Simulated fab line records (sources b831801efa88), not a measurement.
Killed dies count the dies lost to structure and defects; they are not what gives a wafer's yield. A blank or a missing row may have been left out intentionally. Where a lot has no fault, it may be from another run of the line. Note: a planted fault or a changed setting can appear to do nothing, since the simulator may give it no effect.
Chamber matching + flow sky130 + SKY_FIELD_ISO_ETCH_17 on rie-si-02 has 4 sister chambers
The step etches Si in HBr/Cl2/O2, target depth 342 nm, time 97.7 s. 8 wafers are shown with their chamber, then 8 later ones without.

EACH WAFER AND ITS CHAMBER
| wafer  | chamber | drypump-motor-current-A (A) | oes-product-au (a.u.) |
|--------|---------|-----------------------------|-----------------------|
| L323.4 | 0       | 6.2                         | 0.986                 |
| L325.2 | 1       | 4.9                         | 0.982                 |
| L327.2 | 2       | 4.8                         | 1.017                 |
| L327.5 | 0       | 6.2                         | 1.001                 |
| L335.1 | 2       | 4.8                         | 1.001                 |
| L335.3 | 3       | 6.2                         | 0.965                 |
| L335.5 | 3       | 6.3                         | 0.972                 |
| L338.2 | 1       | 4.9                         | 0.985                 |

WAFERS MISSING THEIR CHAMBER
| wafer  | drypump-motor-current-A (A) | oes-product-au (a.u.) |
|--------|-----------------------------|-----------------------|
| L338.5 | 4.9                         | 0.985                 |
| L338.6 | 4.8                         | 0.998                 |
| L340.2 | 4.8                         | 0.999                 |
| L340.5 | 4.8                         | 1.010                 |
| L340.6 | 4.9                         | 0.977                 |
| L343.1 | 6.2                         | 0.999                 |
| L343.3 | 4.9                         | 0.992                 |
| L343.5 | 4.8                         | 1.012                 |

THE CHAMBER EACH PASSED THROUGH
| wafer  | from the rows above     | in truth |
|--------|-------------------------|----------|
| L338.5 | 1                       | 1        |
| L338.6 | can't be placed: 2 or 1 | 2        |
| L340.2 | 2                       | 2        |
| L340.5 | 2                       | 2        |
| L340.6 | 1                       | 1        |
| L343.1 | 0                       | 0        |
| L343.3 | 1                       | 1        |
| L343.5 | 2                       | 2        |
Correct placement for 7 of the 8. Not placeable from these rows: 1 (in 1, the candidates include the true chamber). 0 placed wrongly.
How it was worked out, from the rows above alone: a wafer's distance from a chamber is the root of the sum, over the readings, of the square of ((its reading less the chamber's mean) divided by the reading's scatter). If the next closest chamber is less than 2 further off than the closest, the wafer can't be placed; otherwise it belongs to the closest. A chamber's mean is the mean of its shown wafers. The scatter: take each reading less its chamber's mean, square it, sum over the shown wafers, divide by the number of wafers less the number of chambers, and take the root.
